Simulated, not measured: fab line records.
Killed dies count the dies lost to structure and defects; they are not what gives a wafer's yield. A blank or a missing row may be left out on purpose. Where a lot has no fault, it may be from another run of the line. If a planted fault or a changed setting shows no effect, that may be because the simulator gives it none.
Which tool was responsible? || flow gf180mcu || 33 wafers from 11 lots sampled at 5 of the route's 602 steps

WHAT EACH GAUGE READ, for each wafer
GF_V1_CD_MEAS_14: target cd 260 nm. Usual: cd_nm 259.9 nm, standard deviation 1.2.
{"lot": "L454", "measured": "day 18 03:04", "on": "cd_sem-02", "cd_nm (nm)": "259.8 261.0 260.5", "flag": ""}
{"lot": "L455", "measured": "day 18 18:44", "on": "cd_sem-02", "cd_nm (nm)": "260.2 260.6 260.7", "flag": ""}
{"lot": "L456", "measured": "day 18 22:04", "on": "cd_sem-02", "cd_nm (nm)": "257.5 258.1 258.4", "flag": ""}
{"lot": "L457", "measured": "day 19 06:07", "on": "cd_sem-02", "cd_nm (nm)": "260.2 259.7 259.9", "flag": ""}
{"lot": "L458", "measured": "day 19 14:47", "on": "cd_sem-02", "cd_nm (nm)": "261.4 260.9 259.2", "flag": ""}
{"lot": "L461", "measured": "day 20 23:21", "on": "cd_sem-02", "cd_nm (nm)": "261.0 260.8 260.7", "flag": ""}
{"lot": "L464", "measured": "day 22 06:19", "on": "cd_sem-02", "cd_nm (nm)": "267.0 258.4 258.8 267.0 259.1 258.9", "flag": ""}
{"lot": "L474", "measured": "day 25 08:00", "on": "cd_sem-02", "cd_nm (nm)": "261.7 261.4 260.6", "flag": ""}
{"lot": "L475", "measured": "day 25 13:32", "on": "cd_sem-02", "cd_nm (nm)": "261.1 261.1 260.4", "flag": ""}
{"lot": "L476", "measured": "day 25 21:18", "on": "cd_sem-02", "cd_nm (nm)": "258.2 257.6 258.7", "flag": ""}
{"lot": "L477", "measured": "day 26 02:07", "on": "cd_sem-01", "cd_nm (nm)": "259.2 260.6 259.8", "flag": ""}

GF_V1_RS_MEAS_24: the measuring method here is four-point-probe. Usual: V1_W_RS 0.3268 ohm/sq, standard deviation 0.0029.
{"lot": "L454", "measured": "day 18 04:08", "on": "film_metro-02", "V1_W_RS (ohm/sq)": "0.3334 0.3301 0.3304", "flag": ""}
{"lot": "L455", "measured": "day 18 19:53", "on": "film_metro-01", "V1_W_RS (ohm/sq)": "0.3273 0.3262 0.3262", "flag": ""}
{"lot": "L456", "measured": "day 18 23:06", "on": "film_metro-03", "V1_W_RS (ohm/sq)": "0.3285 0.3325 0.3252", "flag": ""}
{"lot": "L457", "measured": "day 19 07:10", "on": "film_metro-02", "V1_W_RS (ohm/sq)": "0.3300 0.3312 0.3302", "flag": ""}
{"lot": "L458", "measured": "day 19 15:51", "on": "film_metro-01", "V1_W_RS (ohm/sq)": "0.3245 0.3237 0.3251", "flag": ""}
{"lot": "L461", "measured": "day 21 00:28", "on": "film_metro-01", "V1_W_RS (ohm/sq)": "0.3296 0.3301 0.3265", "flag": ""}
{"lot": "L464", "measured": "day 22 09:50", "on": "film_metro-03", "V1_W_RS (ohm/sq)": "0.3315 0.3335 0.3248", "flag": ""}
{"lot": "L474", "measured": "day 25 09:29", "on": "film_metro-03", "V1_W_RS (ohm/sq)": "0.3337 0.3296 0.3294", "flag": ""}
{"lot": "L475", "measured": "day 25 14:41", "on": "film_metro-01", "V1_W_RS (ohm/sq)": "0.3272 0.3238 0.3262", "flag": ""}
{"lot": "L476", "measured": "day 25 22:20", "on": "film_metro-03", "V1_W_RS (ohm/sq)": "0.3291 0.3273 0.3255", "flag": ""}
{"lot": "L477", "measured": "day 26 03:09", "on": "film_metro-01", "V1_W_RS (ohm/sq)": "0.3272 0.3295 0.3237", "flag": ""}

TOOL THAT RAN EACH LOT (tool first, then ch and the chambers of the sampled wafers, then the start)
{"lot": "L454", "GF_V1_CMP_04": "cmp-02 ch 1,2,3, day 17 03:14", "GF_V1_EXPOSE_11": "krf_scanner-01 ch 0, day 17 16:12", "GF_V1_STRIP_18": "plasma_asher-02 ch 0,1, day 18 03:21"}
{"lot": "L455", "GF_V1_CMP_04": "cmp-01 ch 0,3, day 17 18:53", "GF_V1_EXPOSE_11": "krf_scanner-01 ch 0, day 18 06:47", "GF_V1_STRIP_18": "plasma_asher-04 ch 0,1, day 18 19:01"}
{"lot": "L456", "GF_V1_CMP_04": "cmp-01 ch 2,3, day 17 22:39", "GF_V1_EXPOSE_11": "krf_scanner-02 ch 0, day 18 10:44", "GF_V1_STRIP_18": "plasma_asher-02 ch 0,1, day 18 22:21"}
{"lot": "L457", "GF_V1_CMP_04": "cmp-01 ch 0,2,3, day 18 05:58", "GF_V1_EXPOSE_11": "krf_scanner-01 ch 0, day 18 18:30", "GF_V1_STRIP_18": "plasma_asher-02 ch 0,1, day 19 06:23"}
{"lot": "L458", "GF_V1_CMP_04": "cmp-02 ch 0,3, day 18 14:01", "GF_V1_EXPOSE_11": "krf_scanner-02 ch 0, day 19 02:22", "GF_V1_STRIP_18": "plasma_asher-04 ch 0,1, day 19 15:04"}
{"lot": "L461", "GF_V1_CMP_04": "cmp-02 ch 0,1, day 19 22:40", "GF_V1_EXPOSE_11": "krf_scanner-02 ch 0, day 20 11:15", "GF_V1_STRIP_18": "plasma_asher-01 ch 0,1, day 20 23:38"}
{"lot": "L464", "GF_V1_CMP_04": "cmp-01 ch 0,2,3, day 21 06:11", "GF_V1_EXPOSE_11": "krf_scanner-02 ch 0, day 21 18:37", "GF_V1_STRIP_18": "plasma_asher-01 ch 0,1, day 22 08:47"}
{"lot": "L474", "GF_V1_CMP_04": "cmp-01 ch 0,3, day 24 10:04", "GF_V1_EXPOSE_11": "krf_scanner-01 ch 0, day 24 21:49", "GF_V1_STRIP_18": "plasma_asher-04 ch 1, day 25 08:17"}
{"lot": "L475", "GF_V1_CMP_04": "cmp-02 ch 0,1,2, day 24 15:46", "GF_V1_EXPOSE_11": "krf_scanner-01 ch 0, day 25 03:23", "GF_V1_STRIP_18": "plasma_asher-01 ch 0,1, day 25 13:49"}
{"lot": "L476", "GF_V1_CMP_04": "cmp-02 ch 0,2,3, day 24 23:49", "GF_V1_EXPOSE_11": "krf_scanner-01 ch 0, day 25 10:42", "GF_V1_STRIP_18": "plasma_asher-02 ch 0,1, day 25 21:35"}
{"lot": "L477", "GF_V1_CMP_04": "cmp-01 ch 1,2,3, day 25 04:36", "GF_V1_EXPOSE_11": "krf_scanner-02 ch 0, day 25 16:16", "GF_V1_STRIP_18": "plasma_asher-02 ch 0,1, day 26 02:23"}
- GF_V1_CMP_04: polishes SiO2.
- GF_V1_EXPOSE_11: exposes mask Via1, target cd 260 nm.
- GF_V1_STRIP_18: strips in O2/N2.

AS READ BY THE TOOLS THEMSELVES (means over the sampled wafers that have a number; for cases with no such wafer, the mark the record gives instead)
GF_V1_CMP_04. Usual: motor_current_A 11.1 A, standard deviation 0.88; platen_rpm 60.00 rpm, standard deviation 0.043; time_to_endpoint_s 81 s, standard deviation 4.7.
{"lot": "L454", "tool": "cmp-02", "motor_current_A (A)": 11.4, "platen_rpm (rpm)": 59.98, "time_to_endpoint_s (s)": 81, "flag": ""}
{"lot": "L455", "tool": "cmp-01", "motor_current_A (A)": 10.6, "platen_rpm (rpm)": 60.05, "time_to_endpoint_s (s)": 85, "flag": ""}
{"lot": "L456", "tool": "cmp-01", "motor_current_A (A)": 10.4, "platen_rpm (rpm)": 60.02, "time_to_endpoint_s (s)": 79, "flag": ""}
{"lot": "L457", "tool": "cmp-01", "motor_current_A (A)": 10.7, "platen_rpm (rpm)": 60.02, "time_to_endpoint_s (s)": 77, "flag": ""}
{"lot": "L458", "tool": "cmp-02", "motor_current_A (A)": 12.0, "platen_rpm (rpm)": 59.94, "time_to_endpoint_s (s)": 83, "flag": ""}
{"lot": "L461", "tool": "cmp-02", "motor_current_A (A)": 12.4, "platen_rpm (rpm)": 59.98, "time_to_endpoint_s (s)": 86, "flag": ""}
{"lot": "L464", "tool": "cmp-01", "motor_current_A (A)": 10.4, "platen_rpm (rpm)": 60.03, "time_to_endpoint_s (s)": 79, "flag": ""}
{"lot": "L474", "tool": "cmp-01", "motor_current_A (A)": 10.9, "platen_rpm (rpm)": 60.01, "time_to_endpoint_s (s)": 83, "flag": ""}
{"lot": "L475", "tool": "cmp-02", "motor_current_A (A)": 11.3, "platen_rpm (rpm)": 60.01, "time_to_endpoint_s (s)": 82, "flag": ""}
{"lot": "L476", "tool": "cmp-02", "motor_current_A (A)": 11.2, "platen_rpm (rpm)": 60.03, "time_to_endpoint_s (s)": 82, "flag": ""}
{"lot": "L477", "tool": "cmp-01", "motor_current_A (A)": 10.7, "platen_rpm (rpm)": 59.98, "time_to_endpoint_s (s)": 83, "flag": ""}

GF_V1_EXPOSE_11. Usual: focus_offset_nm 0.1 nm, standard deviation 0.47; reticle_temp_C 22.98 C, standard deviation 0.12; stage_vel_mm_s 500.01 mm/s, standard deviation 0.25.
{"lot": "L454", "tool": "krf_scanner-01", "focus_offset_nm (nm)": -0.1, "reticle_temp_C (C)": 23.03, "stage_vel_mm_s (mm/s)": 499.93, "flag": ""}
{"lot": "L455", "tool": "krf_scanner-01", "focus_offset_nm (nm)": -0.0, "reticle_temp_C (C)": 22.94, "stage_vel_mm_s (mm/s)": 500.03, "flag": ""}
{"lot": "L456", "tool": "krf_scanner-02", "focus_offset_nm (nm)": -0.1, "reticle_temp_C (C)": 23.09, "stage_vel_mm_s (mm/s)": 500.08, "flag": ""}
{"lot": "L457", "tool": "krf_scanner-01", "focus_offset_nm (nm)": -0.3, "reticle_temp_C (C)": 22.80, "stage_vel_mm_s (mm/s)": 499.83, "flag": ""}
{"lot": "L458", "tool": "krf_scanner-02", "focus_offset_nm (nm)": -0.3, "reticle_temp_C (C)": 22.97, "stage_vel_mm_s (mm/s)": 499.52, "flag": ""}
{"lot": "L461", "tool": "krf_scanner-02", "focus_offset_nm (nm)": 0.2, "reticle_temp_C (C)": 22.87, "stage_vel_mm_s (mm/s)": 499.99, "flag": ""}
{"lot": "L464", "tool": "krf_scanner-02", "focus_offset_nm (nm)": -0.4, "reticle_temp_C (C)": 22.90, "stage_vel_mm_s (mm/s)": 500.14, "flag": ""}
{"lot": "L474", "tool": "krf_scanner-01", "focus_offset_nm (nm)": -0.4, "reticle_temp_C (C)": 23.02, "stage_vel_mm_s (mm/s)": 500.08, "flag": ""}
{"lot": "L475", "tool": "krf_scanner-01", "focus_offset_nm (nm)": -0.4, "reticle_temp_C (C)": 22.98, "stage_vel_mm_s (mm/s)": 500.12, "flag": ""}
{"lot": "L476", "tool": "krf_scanner-01", "focus_offset_nm (nm)": 0.3, "reticle_temp_C (C)": 23.02, "stage_vel_mm_s (mm/s)": 500.25, "flag": ""}
{"lot": "L477", "tool": "krf_scanner-02", "focus_offset_nm (nm)": 0.0, "reticle_temp_C (C)": 22.95, "stage_vel_mm_s (mm/s)": 500.04, "flag": ""}

GF_V1_STRIP_18. Usual: chamber_pressure_mTorr 1499.8 mTorr, standard deviation 1.4; drypump_motor_current_A 5.76 A, standard deviation 0.22; heater_power_w 347 W, standard deviation 24; o2_flow_sccm 2999 sccm, standard deviation 9.6; oes_product_au 0.593 a.u., standard deviation 0.0048.
{"lot": "L454", "tool": "plasma_asher-02", "chamber_pressure_mTorr (mTorr)": 1501.5, "drypump_motor_current_A (A)": 5.96, "heater_power_w (W)": 353, "o2_flow_sccm (sccm)": 2993, "oes_product_au (a.u.)": 0.591, "flag": ""}
{"lot": "L455", "tool": "plasma_asher-04", "chamber_pressure_mTorr (mTorr)": 1500.4, "drypump_motor_current_A (A)": 5.80, "heater_power_w (W)": 343, "o2_flow_sccm (sccm)": 2996, "oes_product_au (a.u.)": 0.593, "flag": ""}
{"lot": "L456", "tool": "plasma_asher-02", "chamber_pressure_mTorr (mTorr)": 1500.0, "drypump_motor_current_A (A)": 5.76, "heater_power_w (W)": 335, "o2_flow_sccm (sccm)": 2992, "oes_product_au (a.u.)": 0.593, "flag": ""}
{"lot": "L457", "tool": "plasma_asher-02", "chamber_pressure_mTorr (mTorr)": 1498.9, "drypump_motor_current_A (A)": 5.95, "heater_power_w (W)": 355, "o2_flow_sccm (sccm)": 3008, "oes_product_au (a.u.)": 0.589, "flag": ""}
{"lot": "L458", "tool": "plasma_asher-04", "chamber_pressure_mTorr (mTorr)": 1498.7, "drypump_motor_current_A (A)": 5.86, "heater_power_w (W)": 329, "o2_flow_sccm (sccm)": 2996, "oes_product_au (a.u.)": 0.590, "flag": ""}
{"lot": "L461", "tool": "plasma_asher-01", "chamber_pressure_mTorr (mTorr)": 1499.5, "drypump_motor_current_A (A)": 5.59, "heater_power_w (W)": 357, "o2_flow_sccm (sccm)": 3000, "oes_product_au (a.u.)": 0.587, "flag": ""}
{"lot": "L464", "tool": "plasma_asher-01", "chamber_pressure_mTorr (mTorr)": 1499.9, "drypump_motor_current_A (A)": 5.60, "heater_power_w (W)": 360, "o2_flow_sccm (sccm)": 3002, "oes_product_au (a.u.)": 0.595, "flag": ""}
{"lot": "L474", "tool": "plasma_asher-04", "chamber_pressure_mTorr (mTorr)": 1499.5, "drypump_motor_current_A (A)": 5.91, "heater_power_w (W)": 323, "o2_flow_sccm (sccm)": 3004, "oes_product_au (a.u.)": 0.592, "flag": ""}
{"lot": "L475", "tool": "plasma_asher-01", "chamber_pressure_mTorr (mTorr)": 1499.8, "drypump_motor_current_A (A)": 5.60, "heater_power_w (W)": 363, "o2_flow_sccm (sccm)": 3010, "oes_product_au (a.u.)": 0.595, "flag": ""}
{"lot": "L476", "tool": "plasma_asher-02", "chamber_pressure_mTorr (mTorr)": 1499.5, "drypump_motor_current_A (A)": 5.96, "heater_power_w (W)": 355, "o2_flow_sccm (sccm)": 3006, "oes_product_au (a.u.)": 0.595, "flag": ""}
{"lot": "L477", "tool": "plasma_asher-02", "chamber_pressure_mTorr (mTorr)": 1500.3, "drypump_motor_current_A (A)": 5.71, "heater_power_w (W)": 330, "o2_flow_sccm (sccm)": 2997, "oes_product_au (a.u.)": 0.592, "flag": ""}

THE ANSWER, worked out from the rows above alone
Rule: take the mean of a lot's wafers that have a number; if it is more than 3 standard deviations from the usual mean, the lot is off. A lot without any number at a reading at which 4 lots or more have one is off too. Where the step has rows for the other lots, those lots are counted as sound. After the gauges, taken in route order, come the tools' own readings; for these a lot's mean is taken, as printed above. At the first step where some lot is off, the reading lying furthest off is the one used; lots without a number count as furthest.
Across all readings shown, no lot is off: no conclusion can be drawn from this.

WHAT WAS PUT IN BY THE SIMULATOR
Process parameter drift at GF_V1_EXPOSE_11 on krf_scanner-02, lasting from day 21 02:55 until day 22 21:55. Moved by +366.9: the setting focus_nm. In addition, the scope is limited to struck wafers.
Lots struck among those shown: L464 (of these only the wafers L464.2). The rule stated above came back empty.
